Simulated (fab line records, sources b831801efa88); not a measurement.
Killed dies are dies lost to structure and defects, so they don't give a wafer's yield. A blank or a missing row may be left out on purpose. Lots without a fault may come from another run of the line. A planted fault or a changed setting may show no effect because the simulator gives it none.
Which tool did it? | flow gf180mcu | 14 lots, 42 wafers sampled, at 5 steps of a route of 602

WHAT THE GAUGES READ, wafer by wafer
GF_POLY_GATE_OVL_MEAS_11.
lot  | measured     | on         | POLY_GATE_OVL (nm)
L189 | day 9 02:26  | overlay-01 | 9 18 16
L191 | day 9 17:41  | overlay-01 | -3 11 1
L192 | day 9 20:50  | overlay-02 | 7 13 15
L193 | day 10 08:44 | overlay-01 | 13 7 13
L194 | day 10 16:09 | overlay-02 | 11 10 13
L195 | day 10 21:31 | overlay-02 | 8 5 8
L198 | day 11 19:46 | overlay-02 | 11 5 12
L199 | day 12 00:18 | overlay-01 | 7 6 4
L201 | day 12 14:39 | overlay-01 | -1 6 4
L202 | day 12 19:35 | overlay-01 | 16 13 15
L206 | day 14 10:27 | overlay-01 | 4 18 10
L207 | day 14 16:12 | overlay-02 | 4 10 14
L208 | day 14 19:42 | overlay-01 | 12 8 7
L212 | day 15 22:37 | overlay-01 | 4 3 2

GF_HV_LDD_OVL_MEAS_20.
lot  | measured     | on         | HV_LDD_01_OVL (nm)
L189 | day 10 14:33 | overlay-02 | -1.3 -1.5 -2.4
L191 | day 11 07:39 | overlay-01 | 2.3 0.9 1.6
L192 | day 11 09:51 | overlay-01 | 1.1 2.1 2.6
L193 | day 11 23:20 | overlay-01 | 1.9 3.3 0.5
L194 | day 12 06:14 | overlay-01 | 0.6 1.0 1.8
L195 | day 12 14:26 | overlay-02 | 3.4 2.4 4.5
L198 | day 13 11:46 | overlay-01 | 3.8 5.5 4.3
L199 | day 13 17:30 | overlay-02 | 2.9 2.0 4.9
L201 | day 14 11:03 | overlay-02 | 3.1 1.6 3.0
L202 | day 14 14:46 | overlay-01 | -2.0 0.1 0.7
L206 | day 16 08:08 | overlay-01 | 2.8 2.9 2.6
L207 | day 16 13:41 | overlay-01 | 1.5 -0.4 0.5
L208 | day 16 18:26 | overlay-01 | -0.9 1.2 0.6
L212 | day 17 22:38 | overlay-01 | 0.0 -0.4 1.6

GF_HV_LDD_CD_MEAS_31: target cd 400 nm.
lot  | measured     | on        | cd_nm (nm)
L189 | day 11 08:46 | cd_sem-02 | 397.9 400.8 398.3
L191 | day 12 02:08 | cd_sem-02 | 396.1 399.2 399.0
L192 | day 12 04:59 | cd_sem-02 | 399.9 400.9 400.3
L193 | day 12 18:40 | cd_sem-02 | 400.3 402.5 402.9
L194 | day 13 02:02 | cd_sem-02 | 399.2 400.0 397.8
L195 | day 13 09:55 | cd_sem-02 | 400.9 400.7 402.0
L198 | day 14 08:51 | cd_sem-02 | 400.2 402.8 403.3
L199 | day 14 14:22 | cd_sem-02 | 398.3 398.1 396.9
L201 | day 15 08:04 | cd_sem-02 | 398.4 399.3 400.7
L202 | day 15 12:37 | cd_sem-01 | 401.6 397.0 400.0
L206 | day 17 06:58 | cd_sem-01 | 395.5 396.2 397.5
L207 | day 17 13:18 | cd_sem-01 | 403.6 402.2 402.3
L208 | day 17 17:13 | cd_sem-01 | 399.2 401.7 398.9
L212 | day 18 22:37 | cd_sem-02 | 400.3 396.4 397.9

GF_PSD_RS_MEAS_14: measures by four-point-probe.
lot  | measured     | on            | NSD_RS (ohm/sq)
L189 | day 14 00:49 | film_metro-03 | 46.14 46.13 46.20
L191 | day 14 19:13 | film_metro-02 | 46.15 46.17 46.20
L192 | day 15 00:26 | film_metro-04 | 46.26 46.13 46.10
L193 | day 15 14:25 | film_metro-04 | 46.11 46.24 46.19
L194 | day 15 22:49 | film_metro-03 | 46.05 46.09 46.11
L195 | day 16 06:35 | film_metro-04 | 46.16 46.22 46.18
L198 | day 17 07:15 | film_metro-02 | 46.17 46.19 46.23
L199 | day 17 14:50 | film_metro-04 | 46.16 46.06 46.15
L201 | day 18 09:10 | film_metro-02 | 46.28 46.18 46.11
L202 | day 18 15:07 | film_metro-02 | 46.09 46.14 46.21
L206 | day 20 13:14 | film_metro-02 | 46.63 46.71 46.63
L207 | day 20 17:27 | film_metro-04 | 46.37 46.52 46.47
L208 | day 20 21:54 | film_metro-02 | 46.30 46.27 46.28
L212 | day 22 03:49 | film_metro-03 | 46.14 46.18 46.19

WHICH TOOL RAN EACH LOT (tool, then ch and the chambers of the sampled wafers, then the start)
lot  | GF_NSD_IMPLANT_10
L189 | implanter-04 ch 0, day 13 03:42
L191 | implanter-04 ch 0, day 13 21:14
L192 | implanter-02 ch 0, day 14 01:48
L193 | implanter-04 ch 0, day 14 15:28
L194 | implanter-04 ch 0, day 15 00:37
L195 | implanter-01 ch 0, day 15 07:58
L198 | implanter-02 ch 0, day 16 08:13
L199 | implanter-02 ch 0, day 16 14:59
L201 | implanter-04 ch 0, day 17 09:28
L202 | implanter-02 ch 0, day 17 14:46
L206 | implanter-02 ch 0, day 19 12:09
L207 | implanter-02 ch 0, day 19 17:16
L208 | implanter-01 ch 0, day 19 20:52
L212 | implanter-01 ch 0, day 21 03:44
- GF_NSD_IMPLANT_10

WHAT THE TOOLS THEMSELVES READ (means of the sampled wafers that have a number; where no wafer has one, the mark that the record gives instead)
GF_NSD_IMPLANT_10.
lot  | tool         | beam_energy_keV | beam_on_s (s) | faraday_current_uA
L189 | implanter-04 | 39.999          | 10.00         | 2787
L191 | implanter-04 | 40.008          | 9.96          | 2804
L192 | implanter-02 | 39.997          | 10.16         | 2742
L193 | implanter-04 | 40.008          | 10.18         | 2744
L194 | implanter-04 | 39.996          | 9.76          | 2852
L195 | implanter-01 | 39.999          | 9.94          | 2804
L198 | implanter-02 | 40.006          | 10.15         | 2751
L199 | implanter-02 | 40.014          | 9.99          | 2787
L201 | implanter-04 | 39.996          | 9.95          | 2800
L202 | implanter-02 | 40.011          | 10.11         | 2754
L206 | implanter-02 | 40.763          | 9.95          | 2797
L207 | implanter-02 | 40.767          | 9.96          | 2794
L208 | implanter-01 | 39.995          | 10.01         | 2784
L212 | implanter-01 | 39.997          | 10.02         | 2785

THE ANSWER, worked out from the rows above alone
Rule: what is usual is taken from the lots themselves. Put in order of their means at a reading, lots are off if they are a third of the lots or fewer, leave a main group of 4 or more, and stand apart from it by a gap of 3 or more times the standard deviation of the main group's means; of several such gaps the widest counts. A main group whose means are all the same, to the digits that the tables above print for the reading, isn't used. A lot without any number at a reading at which 4 lots or more have one is off too. The other lots that the step has rows for count as sound. The gauges are gone through in route order, then the tools' own readings, and for those a lot's mean is taken as printed above. The first step at which some lot is off is used, and at that step the reading that is off furthest; a lot without a number counts as furthest.
Off: L206, L207, at GF_PSD_RS_MEAS_14 (NSD_RS). The main group: mean 46.17 ohm/sq, standard deviation 0.045.
A tool fits if, at a process step before that reading, it ran every lot that is off, and no sound lot after the first of them. The gauges at GF_PSD_RS_MEAS_14 aren't tried: what is off there is off at GF_NSD_IMPLANT_10 too, on other tools, and a gauge's error can't cause that. One fits: implanter-02 at GF_NSD_IMPLANT_10. Its last sound lot is L202 (day 17 14:46), its first lot that is off L206 (day 19 12:09): a fault that began between those two fits.
The tool's own readings at GF_NSD_IMPLANT_10 bear it out: on the lots that are off they differ by more than 5 times the standard deviation of the sound lots' means. beam_energy_keV reads 40.765 there against 40.002 on the sound lots.

WHAT THE SIMULATOR HAD PUT IN
Process parameter drift: implanter-02, from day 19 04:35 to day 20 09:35, at GF_NSD_IMPLANT_10. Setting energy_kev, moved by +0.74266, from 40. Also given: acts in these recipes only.
Lots struck among those shown: L206, L207. The rule above found the same.
